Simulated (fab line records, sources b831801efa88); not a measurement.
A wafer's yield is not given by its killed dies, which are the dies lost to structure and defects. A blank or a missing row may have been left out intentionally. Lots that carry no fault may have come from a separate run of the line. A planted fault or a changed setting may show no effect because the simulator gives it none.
Chamber matching | flow sfq-line | 4 sister chambers for SFQ_TRILAYER_A5B_CMP_CMP_130 on cmp-01
The step polishes, stops on Nb, target thk 340.7 nm. 4 wafers are shown with their chamber, then 7 later ones without.

== WAFERS WITH THEIR CHAMBER ==
wafer  | chamber | motor-current-A (A)
L241.3 | 2       | 9.9
L245.1 | 3       | 10.4
L247.2 | 1       | 12.2
L247.5 | 0       | 8.9

== WAFERS MISSING THEIR CHAMBER ==
wafer  | motor-current-A (A)
L247.6 | 10.1
L254.2 | 12.3
L254.4 | 10.3
L254.6 | 11.9
L260.2 | 10.1
L260.1 | 10.1
L260.4 | 12.7

== WHICH CHAMBER EACH WENT THROUGH ==
wafer  | from the rows above     | in truth
L247.6 | can't be placed: 2 or 3 | 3
L254.2 | 1                       | 1
L254.4 | can't be placed: 3 or 2 | 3
L254.6 | 1                       | 1
L260.2 | can't be placed: 2 or 3 | 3
L260.1 | can't be placed: 2 or 3 | 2
L260.4 | 1                       | 1
Placed correctly: 3 of 7. Not placeable from these rows: 4 (in 4, the candidates include the true chamber). Placed wrongly: 0.
How it was worked out, from the rows above alone: a wafer's distance from a chamber is the root of the sum, over the readings, of the square of ((its reading less the chamber's mean) divided by the reading's scatter). The wafer belongs to the nearest chamber; if the next one is less than 2 further off, it can't be placed. For every chamber, the mean is computed from those of its wafers that are shown. The scatter (one wafer shown for each chamber): square how far every hidden wafer sits from the nearest shown wafer, average those squares and take the square root.
